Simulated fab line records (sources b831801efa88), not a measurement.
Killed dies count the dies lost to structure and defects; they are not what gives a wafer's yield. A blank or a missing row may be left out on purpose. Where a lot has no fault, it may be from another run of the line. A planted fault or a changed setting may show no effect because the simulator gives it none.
Check for tools in common || flow sky130 || Lots sampled 12, wafers sampled 36

## REASON FOR OPENING
Of 12 lots, 2 have the reading POLY_GATE_CVD_00_THK flagged at SKY_POLY_GATE_THK_MEAS_01. Wafers without a fault read 180.3 nm, standard deviation 1.3.
Rule: a lot is flagged in two cases, either no wafer of it has a number, or all its wafers with numbers fall more than 4 standard deviations from that mean. The rest of the lots are taken to be sound.

{"lot": "L742", "measured": "day 14 03:11", "on": "film metro-02", "POLY_GATE_CVD_00_THK (nm), wafer by wafer": "178.7 178.5 179.2", "flag": ""}
{"lot": "L743", "measured": "day 14 08:41", "on": "film metro-01", "POLY_GATE_CVD_00_THK (nm), wafer by wafer": "178.3 178.0 179.0", "flag": ""}
{"lot": "L744", "measured": "day 14 17:11", "on": "film metro-02", "POLY_GATE_CVD_00_THK (nm), wafer by wafer": "181.1 179.7 180.7", "flag": ""}
{"lot": "L745", "measured": "day 15 00:45", "on": "film metro-02", "POLY_GATE_CVD_00_THK (nm), wafer by wafer": "179.3 180.1 180.1", "flag": ""}
{"lot": "L746", "measured": "day 15 10:09", "on": "film metro-02", "POLY_GATE_CVD_00_THK (nm), wafer by wafer": "179.2 180.7 179.3", "flag": ""}
{"lot": "L747", "measured": "day 15 14:58", "on": "film metro-01", "POLY_GATE_CVD_00_THK (nm), wafer by wafer": "180.0 181.0 181.4", "flag": ""}
{"lot": "L748", "measured": "day 15 23:22", "on": "film metro-02", "POLY_GATE_CVD_00_THK (nm), wafer by wafer": "177.8 180.8 179.8", "flag": ""}
{"lot": "L750", "measured": "day 16 14:46", "on": "film metro-04", "POLY_GATE_CVD_00_THK (nm), wafer by wafer": "179.4 180.3 180.9", "flag": ""}
{"lot": "L754", "measured": "day 18 02:53", "on": "film metro-01", "POLY_GATE_CVD_00_THK (nm), wafer by wafer": "180.8 179.8 180.3", "flag": ""}
{"lot": "L756", "measured": "day 19 05:35", "on": "film metro-01", "POLY_GATE_CVD_00_THK (nm), wafer by wafer": "181.6 181.8 179.2", "flag": ""}
{"lot": "L759", "measured": "day 20 06:32", "on": "film metro-01", "POLY_GATE_CVD_00_THK (nm), wafer by wafer": "71.4 72.8 72.9", "flag": "FLAGGED"}
{"lot": "L760", "measured": "day 20 13:13", "on": "film metro-02", "POLY_GATE_CVD_00_THK (nm), wafer by wafer": "73.2 72.1 71.3", "flag": "FLAGGED"}
Average over the flagged lots: 72.3 nm; offset from the usual -108.0 nm, equal to -83 standard deviations.

## TOOL THAT RAN EACH LOT
The record holds 1 process step before the reading, out of a route of 708 steps. Every cell lists first the tool, next ch and the chambers used by the sampled wafers, and last the start.
{"lot": "L742", "flag": "", "SKY_POLY_GATE_CVD_00": "lpcvd-01 ch 0, day 14 01:59"}
{"lot": "L743", "flag": "", "SKY_POLY_GATE_CVD_00": "lpcvd-01 ch 1, day 14 07:28"}
{"lot": "L744", "flag": "", "SKY_POLY_GATE_CVD_00": "lpcvd-01 ch 1, day 14 15:58"}
{"lot": "L745", "flag": "", "SKY_POLY_GATE_CVD_00": "lpcvd-01 ch 0, day 14 23:33"}
{"lot": "L746", "flag": "", "SKY_POLY_GATE_CVD_00": "lpcvd-01 ch 1, day 15 08:55"}
{"lot": "L747", "flag": "", "SKY_POLY_GATE_CVD_00": "lpcvd-01 ch 0, day 15 13:46"}
{"lot": "L748", "flag": "", "SKY_POLY_GATE_CVD_00": "lpcvd-01 ch 1, day 15 22:10"}
{"lot": "L750", "flag": "", "SKY_POLY_GATE_CVD_00": "lpcvd-01 ch 0, day 16 13:34"}
{"lot": "L754", "flag": "", "SKY_POLY_GATE_CVD_00": "lpcvd-01 ch 0, day 18 01:41"}
{"lot": "L756", "flag": "", "SKY_POLY_GATE_CVD_00": "lpcvd-01 ch 0, day 19 04:23"}
{"lot": "L759", "flag": "FLAGGED", "SKY_POLY_GATE_CVD_00": "lpcvd-01 ch 0, day 20 05:20"}
{"lot": "L760", "flag": "FLAGGED", "SKY_POLY_GATE_CVD_00": "lpcvd-01 ch 0, day 20 11:59"}
What the steps here do:
- SKY_POLY_GATE_CVD_00: deposits poly-Si, target thk 180 nm, time 720 s.
- SKY_POLY_GATE_THK_MEAS_01

## FLAGGED OVER TOTAL, TOOL BY TOOL (the gauges that took the reading come last)
{"step": "SKY_POLY_GATE_CVD_00", "tool": "lpcvd-01", "lots run": 12, "flagged": 2, "share of the flagged lots": "all", "sound lots run after its first flagged lot": 0}
{"step": "SKY_POLY_GATE_THK_MEAS_01", "tool": "film metro-01", "lots run": 5, "flagged": 1, "share of the flagged lots": "some", "sound lots run after its first flagged lot": 0}
{"step": "SKY_POLY_GATE_THK_MEAS_01", "tool": "film metro-02", "lots run": 6, "flagged": 1, "share of the flagged lots": "some", "sound lots run after its first flagged lot": 0}
{"step": "SKY_POLY_GATE_THK_MEAS_01", "tool": "film metro-04", "lots run": 1, "flagged": 0, "share of the flagged lots": "none", "sound lots run after its first flagged lot": "-"}

## THE TABLE: WHAT IT ALLOWS
Rows of the table that ran each flagged lot: 1, that is lpcvd-01 at SKY_POLY_GATE_CVD_00.
- lpcvd-01 at SKY_POLY_GATE_CVD_00 ran 12 lots, 2 of them flagged. It ran its last sound lot, L756, at day 19 04:23 and its first flagged lot, L759, at day 20 05:20: a fault with its onset between the two fits.
One tool is left: lpcvd-01 at SKY_POLY_GATE_CVD_00.

## WHAT WAS PUT IN BY THE SIMULATOR
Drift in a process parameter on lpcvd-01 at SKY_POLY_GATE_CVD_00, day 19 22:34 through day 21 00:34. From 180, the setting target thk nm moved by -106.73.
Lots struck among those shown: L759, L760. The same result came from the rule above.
